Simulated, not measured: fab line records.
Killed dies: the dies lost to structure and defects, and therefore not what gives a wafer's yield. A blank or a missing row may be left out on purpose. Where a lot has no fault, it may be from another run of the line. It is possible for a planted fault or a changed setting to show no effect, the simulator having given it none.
fab line records | flow gf180mcu
record lots=15 | wafers=45 | lastDay=34
route steps=602 shown HV_LDD@196 NSD@243
lots that met no fault: taken from a fault-free run of the same line
startH: start of the lot's first displayed wafer, in hours after the record's first day | waitH: hours elapsed since this lot's preceding step | " as in the row above | L1.1+2: a row that stands for several wafers | - either no value or no given start | * or withheld: withheld | < > ~ a bound
route shown NAME@n: NAME is a module with steps in the file, n the number in the route of the first one | usual: mean/standard deviation taken from wafers without a fault | same: alike in all rows | chamber/n: place in a boat | sites: each site's reading | _std_site: their standard deviation | _edge_site: inner sites' mean taken away from outer sites' mean | radiusMm: for every site, how far away it sits from the centre of the wafer | mask NAME#n: copy n | behind: tool/chamber where the wafer was last shaped | hold: the reason the lot was held/the length of the hold in hours/how it ended | device: the n, p or np transistor that did not switch | end of line: the same wafers' tests at the end of the route | step lacking rows: just its recipe | killed: not the wafer's yield, but the dies lost to structure and defects at the first sort | map: a wafer's dies, marking killed ones x, the rest . and places with no die _
set.NAME: the run value of the setting; set.NAME@STEP: its run value at that earlier step | model.NAME: the simulator's own value behind a step, which no gauge read
the route's steps for a sample of lots (tables are steps, rows are wafers)
services: a tool's chamber out of use, with start hour (startH, from the record's first day; less than 0 if before it), hours out, and reason
## steps
# step GF_HV_LDD_OVL_MEAS_20
# usual HV_LDD_01_OVL=1.1/1.2
lot.wafer | tool       | chamber | startH | waitH | HV_LDD_01_OVL[nm]
L480.3    | overlay-02 | -       | 265.42 | 0.1   | 1.2
L480.5    | "          | -       | "      | "     | 2.7
L480.6    | "          | -       | "      | "     | 1.5
L483.1    | overlay-01 | -       | 290.64 | 0.1   | 3.9
L483.3    | "          | -       | "      | "     | 3.2
L483.4    | "          | -       | "      | "     | 3.9
L484.1    | overlay-02 | -       | 299.15 | 0.1   | 0.4
L484.2    | "          | -       | "      | "     | 0.4
L484.3    | "          | -       | "      | "     | 1.5
L485.3    | overlay-01 | -       | 306.92 | 0.1   | 1.0
L485.5    | "          | -       | "      | "     | 1.5
L485.6    | "          | -       | "      | "     | 1.3
L486.2    | overlay-02 | -       | 311.96 | 0.1   | 2.8
L486.3    | "          | -       | "      | "     | 1.8
L486.5    | "          | -       | "      | "     | -1.0
L487.2    | overlay-01 | -       | 318.41 | 0.1   | 2.2
L487.3    | "          | -       | "      | "     | -0.4
L487.5    | "          | -       | "      | "     | 1.6
L489.3    | overlay-01 | -       | 335.10 | 0.1   | 0.7
L489.5    | "          | -       | "      | "     | -1.4
L489.6    | "          | -       | "      | "     | 2.8
L490.1    | overlay-01 | -       | 341.55 | 0.1   | -1.1
L490.2    | "          | -       | "      | "     | 0.8
L490.3    | "          | -       | "      | "     | 1.9
L492.2    | overlay-02 | -       | 357.60 | 0.1   | 2.7
L492.4    | "          | -       | "      | "     | 1.2
L492.5    | "          | -       | "      | "     | 2.3
L493.1    | overlay-01 | -       | 364.74 | 0.1   | 1.9
L493.3    | "          | -       | "      | "     | 1.2
L493.6    | "          | -       | "      | "     | 3.0
L495.1    | overlay-02 | -       | 380.35 | 0.1   | 0.9
L495.2    | "          | -       | "      | "     | 2.1
L495.4    | "          | -       | "      | "     | 1.7
L496.1    | overlay-02 | -       | 387.69 | 0.1   | -0.8
L496.2    | "          | -       | "      | "     | -0.5
L496.5    | "          | -       | "      | "     | 2.1
L497.1    | overlay-02 | -       | 401.59 | 0.1   | 0.9
L497.4    | "          | -       | "      | "     | 2.1
L497.6    | "          | -       | "      | "     | -1.0
L498.2    | overlay-02 | -       | 405.35 | 0.1   | -1.3
L498.4    | "          | -       | "      | "     | 0.2
L498.6    | "          | -       | "      | "     | 1.7
L499.2    | overlay-02 | -       | 412.45 | 0.1   | 2.5
L499.3    | "          | -       | "      | "     | 0.8
L499.5    | "          | -       | "      | "     | 1.0
# step GF_HV_LDD_PEB_44
# recipe tempC=withheld | timeS=* | resist=NOVOLAK
# usual chillPlateTempC=* | exhaustPa=44.9/0.94
lot.wafer | tool          | chamber | startH | waitH | chillPlateTempC | exhaustPa
L480.3    | lithoTrack-02 | 0       | 306.32 | -     | *               | 43.1
L480.5    | "             | 0       | "      | "     | *               | 44.4
L480.6    | "             | 0       | "      | "     | *               | 43.0
L483.1    | lithoTrack-03 | 0       | 332.88 | -     | *               | 45.0
L483.3    | "             | 0       | "      | "     | *               | 44.9
L483.4    | "             | 0       | "      | "     | *               | 45.2
L484.1    | lithoTrack-04 | 0       | 342.32 | -     | *               | 45.5
L484.2    | "             | 0       | "      | "     | *               | 46.0
L484.3    | "             | 0       | "      | "     | *               | 46.2
L485.3    | lithoTrack-03 | 0       | 350.03 | -     | *               | 44.4
L485.5    | "             | 0       | "      | "     | *               | 45.4
L485.6    | "             | 0       | "      | "     | *               | 43.2
L486.2    | lithoTrack-04 | 0       | 356.44 | -     | *               | 46.0
L486.3    | "             | 0       | "      | "     | *               | 45.0
L486.5    | "             | 0       | "      | "     | *               | 44.0
L487.2    | lithoTrack-04 | 0       | 363.54 | -     | *               | 42.9
L487.3    | "             | 0       | "      | "     | *               | 44.0
L487.5    | "             | 0       | "      | "     | *               | 43.6
L489.3    | lithoTrack-02 | 0       | 380.27 | -     | *               | 45.3
L489.5    | "             | 0       | "      | "     | *               | 44.8
L489.6    | "             | 0       | "      | "     | *               | 45.3
L490.1    | lithoTrack-04 | 0       | 387.87 | -     | *               | 45.1
L490.2    | "             | 0       | "      | "     | *               | 46.1
L490.3    | "             | 0       | "      | "     | *               | 45.8
L492.2    | lithoTrack-03 | 0       | 405.16 | -     | *               | 43.5
L492.4    | "             | 0       | "      | "     | *               | 44.1
L492.5    | "             | 0       | "      | "     | *               | 44.2
L493.1    | lithoTrack-02 | 0       | 411.72 | -     | *               | 46.1
L493.3    | "             | 0       | "      | "     | *               | 44.2
L493.6    | "             | 0       | "      | "     | *               | 45.1
L495.1    | lithoTrack-03 | 0       | 428.98 | -     | *               | 45.9
L495.2    | "             | 0       | "      | "     | *               | 43.7
L495.4    | "             | 0       | "      | "     | *               | 45.9
L496.1    | lithoTrack-04 | -       | 436.32 | -     | -               | -
L496.2    | "             | -       | "      | "     | -               | -
L496.5    | "             | -       | "      | "     | -               | -
L497.1    | lithoTrack-02 | -       | 450.77 | -     | -               | -
L497.4    | "             | -       | "      | "     | -               | -
L497.6    | "             | -       | "      | "     | -               | -
L498.2    | lithoTrack-04 | -       | 455.34 | -     | -               | -
L498.4    | "             | -       | "      | "     | -               | -
L498.6    | "             | -       | "      | "     | -               | -
L499.2    | lithoTrack-04 | 0       | 462.29 | -     | *               | 44.7
L499.3    | "             | 0       | "      | "     | *               | 44.4
L499.5    | "             | 0       | "      | "     | *               | 43.3
# step GF_HV_LDD_OVL_MEAS_47
# usual HV_LDD_03_OVL=-0.8/1.4
lot.wafer | tool       | chamber | startH | waitH | HV_LDD_03_OVL[nm]
L480.3    | overlay-02 | -       | 306.70 | 0.1   | -2.5
L480.5    | "          | -       | "      | "     | -3.5
L480.6    | "          | -       | "      | "     | -0.1
L483.1    | overlay-02 | -       | 333.30 | 0.1   | -2.8
L483.3    | "          | -       | "      | "     | -0.8
L483.4    | "          | -       | "      | "     | -0.8
L484.1    | overlay-02 | -       | 342.74 | 0.1   | 0.4
L484.2    | "          | -       | "      | "     | 0.1
L484.3    | "          | -       | "      | "     | 3.0
L485.3    | overlay-02 | -       | 350.42 | 0.1   | -1.5
L485.5    | "          | -       | "      | "     | -0.6
L485.6    | "          | -       | "      | "     | 1.3
L486.2    | overlay-02 | -       | 356.85 | 0.1   | 1.3
L486.3    | "          | -       | "      | "     | 2.4
L486.5    | "          | -       | "      | "     | -0.1
L487.2    | overlay-02 | -       | 363.95 | 0.1   | -2.6
L487.3    | "          | -       | "      | "     | -2.2
L487.5    | "          | -       | "      | "     | -1.0
L489.3    | overlay-02 | -       | 380.65 | 0.1   | 0.4
L489.5    | "          | -       | "      | "     | -0.3
L489.6    | "          | -       | "      | "     | -0.3
L490.1    | overlay-02 | -       | 388.29 | 0.1   | -0.2
L490.2    | "          | -       | "      | "     | -1.3
L490.3    | "          | -       | "      | "     | -0.4
L492.2    | overlay-02 | -       | 405.56 | 0.1   | -2.6
L492.4    | "          | -       | "      | "     | -3.4
L492.5    | "          | -       | "      | "     | -2.1
L493.1    | overlay-02 | -       | 412.14 | 0.1   | -0.1
L493.3    | "          | -       | "      | "     | -0.2
L493.6    | "          | -       | "      | "     | -1.1
L495.1    | overlay-02 | -       | 429.40 | 0.1   | -2.4
L495.2    | "          | -       | "      | "     | 0.7
L495.4    | "          | -       | "      | "     | 0.1
L496.1    | overlay-01 | -       | 436.74 | 0.1   | -0.8
L496.2    | "          | -       | "      | "     | -0.5
L496.5    | "          | -       | "      | "     | -0.8
L497.1    | overlay-01 | -       | 451.19 | 0.1   | 0.3
L497.4    | "          | -       | "      | "     | 1.2
L497.6    | "          | -       | "      | "     | -1.7
L498.2    | overlay-02 | -       | 455.74 | 0.1   | 0.5
L498.4    | "          | -       | "      | "     | -0.3
L498.6    | "          | -       | "      | "     | -0.2
L499.2    | overlay-02 | -       | 462.69 | 0.1   | -2.0
L499.3    | "          | -       | "      | "     | -2.5
L499.5    | "          | -       | "      | "     | -2.6
# step GF_NSD_OVL_MEAS_08
# usual NSD_OVL=0.0/1.6
lot.wafer | tool       | chamber | startH | waitH | NSD_OVL[nm]
L480.3    | overlay-01 | -       | 331.42 | 0.1   | 1.5
L480.5    | "          | -       | "      | "     | 0.1
L480.6    | "          | -       | "      | "     | 3.4
L483.1    | overlay-01 | -       | 360.60 | 0.1   | 1.9
L483.3    | "          | -       | "      | "     | 3.2
L483.4    | "          | -       | "      | "     | 0.7
L484.1    | overlay-02 | -       | 368.05 | 0.1   | -3.1
L484.2    | "          | -       | "      | "     | -2.0
L484.3    | "          | -       | "      | "     | -1.8
L485.3    | overlay-01 | -       | 375.45 | 0.1   | 0.6
L485.5    | "          | -       | "      | "     | -0.3
L485.6    | "          | -       | "      | "     | -1.7
L486.2    | overlay-02 | -       | 382.35 | 0.1   | -0.2
L486.3    | "          | -       | "      | "     | -1.3
L486.5    | "          | -       | "      | "     | 0.5
L487.2    | overlay-01 | -       | 390.81 | 0.1   | 2.6
L487.3    | "          | -       | "      | "     | 0.0
L487.5    | "          | -       | "      | "     | 0.4
L489.3    | overlay-02 | -       | 408.51 | 0.1   | -1.4
L489.5    | "          | -       | "      | "     | 2.2
L489.6    | "          | -       | "      | "     | -1.0
L490.1    | overlay-01 | -       | 414.65 | 0.1   | -1.5
L490.2    | "          | -       | "      | "     | -0.9
L490.3    | "          | -       | "      | "     | -1.0
L492.2    | overlay-01 | -       | 432.74 | 0.1   | 2.4
L492.4    | "          | -       | "      | "     | 2.4
L492.5    | "          | -       | "      | "     | 1.0
L493.1    | overlay-02 | -       | 439.90 | 0.1   | -2.5
L493.3    | "          | -       | "      | "     | -1.5
L493.6    | "          | -       | "      | "     | 0.0
L495.1    | overlay-01 | -       | 457.45 | 0.1   | 1.5
L495.2    | "          | -       | "      | "     | 3.8
L495.4    | "          | -       | "      | "     | -0.5
L496.1    | overlay-02 | -       | 464.50 | 0.1   | -1.6
L496.2    | "          | -       | "      | "     | -0.9
L496.5    | "          | -       | "      | "     | 0.6
L497.1    | overlay-02 | -       | 479.55 | 0.1   | -1.4
L497.4    | "          | -       | "      | "     | -0.8
L497.6    | "          | -       | "      | "     | -2.4
L498.2    | overlay-01 | -       | 483.49 | 0.1   | 0.1
L498.4    | "          | -       | "      | "     | -2.5
L498.6    | "          | -       | "      | "     | 0.0
L499.2    | overlay-01 | -       | 490.76 | 0.1   | -0.5
L499.3    | "          | -       | "      | "     | 1.8
L499.5    | "          | -       | "      | "     | 0.0
## services
tool          | chamber | startH | hours | kind
lithoTrack-03 | -       | 420.86 | -     | consumableReplace:filter
## key
firstSign step=GF_HV_LDD_PEB_44 | reading=toolRecord | direction=missing
effect none on later readings
metAt GF_HV_LDD_PEB_44
struckLots L496,L497,L498
sortLeftOut L496.1,L496.2,L496.5,L497.1,L497.4,L497.6,L498.2,L498.4,L498.6
testerLeftOut L496,L497,L498
notActingAt GF_HV_LDD_OVL_MEAS_20,GF_HV_LDD_OVL_MEAS_47,GF_NSD_OVL_MEAS_08
onsetBetween 411.72 436.32
fault kind=skippedStepWhole | tool=lithoTrack-02,lithoTrack-04 | chamber=- | onsetH=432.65 | steps=GF_HV_LDD_PEB_44 | scope=struckLotsOnly
# testerLeftOut: of these lots the tester's yield and bins aren't shown, on N5 and GAA mostly nor the transistor test; their killed dies are dies lost to structure and defects alone, not to doping, threshold or leakage, so they don't give the yield
# sortLeftOut: the simulated sort isn't trusted on such a fault, so these wafers' sort isn't shown, and their yield isn't known
